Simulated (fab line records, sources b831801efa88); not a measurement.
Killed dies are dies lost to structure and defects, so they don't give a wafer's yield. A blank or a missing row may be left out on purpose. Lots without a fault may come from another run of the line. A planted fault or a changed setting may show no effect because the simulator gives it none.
Which tool did it? | flow sky130 | 6 lots, 18 wafers sampled, at 1 step of a route of 708

WHAT THE GAUGES READ, wafer by wafer
SKY_NWELL_THK_MEAS_02.
lot  | measured    | on            | NWELL_OXIDATION_THK (nm)
L474 | day 2 16:58 | film_metro-03 | 10.39 10.28 10.33
L476 | day 3 05:02 | film_metro-04 | 9.91 9.98 9.81
L478 | day 3 15:20 | film_metro-01 | 9.71 9.79 9.86
L480 | day 4 00:39 | film_metro-04 | 9.98 9.94 10.12
L485 | day 5 04:12 | film_metro-03 | 9.64 9.69 9.75
L487 | day 5 12:44 | film_metro-04 | 9.82 9.97 10.03

WHICH TOOL RAN EACH LOT (tool, then ch and the chambers of the sampled wafers, then the start)
The record holds no process step before these readings.

THE ANSWER, worked out from the rows above alone
Rule: what is usual is taken from the lots themselves. Put in order of their means at a reading, lots are off if they are a third of the lots or fewer, leave a main group of 4 or more, and stand apart from it by a gap of 3 or more times the standard deviation of the main group's means; of several such gaps the widest counts. A main group whose means are all the same, to the digits that the tables above print for the reading, isn't used. A lot without any number at a reading at which 4 lots or more have one is off too. The other lots that the step has rows for count as sound.
No lot is off at any reading shown: from this, nothing can be told.

WHAT THE SIMULATOR HAD PUT IN
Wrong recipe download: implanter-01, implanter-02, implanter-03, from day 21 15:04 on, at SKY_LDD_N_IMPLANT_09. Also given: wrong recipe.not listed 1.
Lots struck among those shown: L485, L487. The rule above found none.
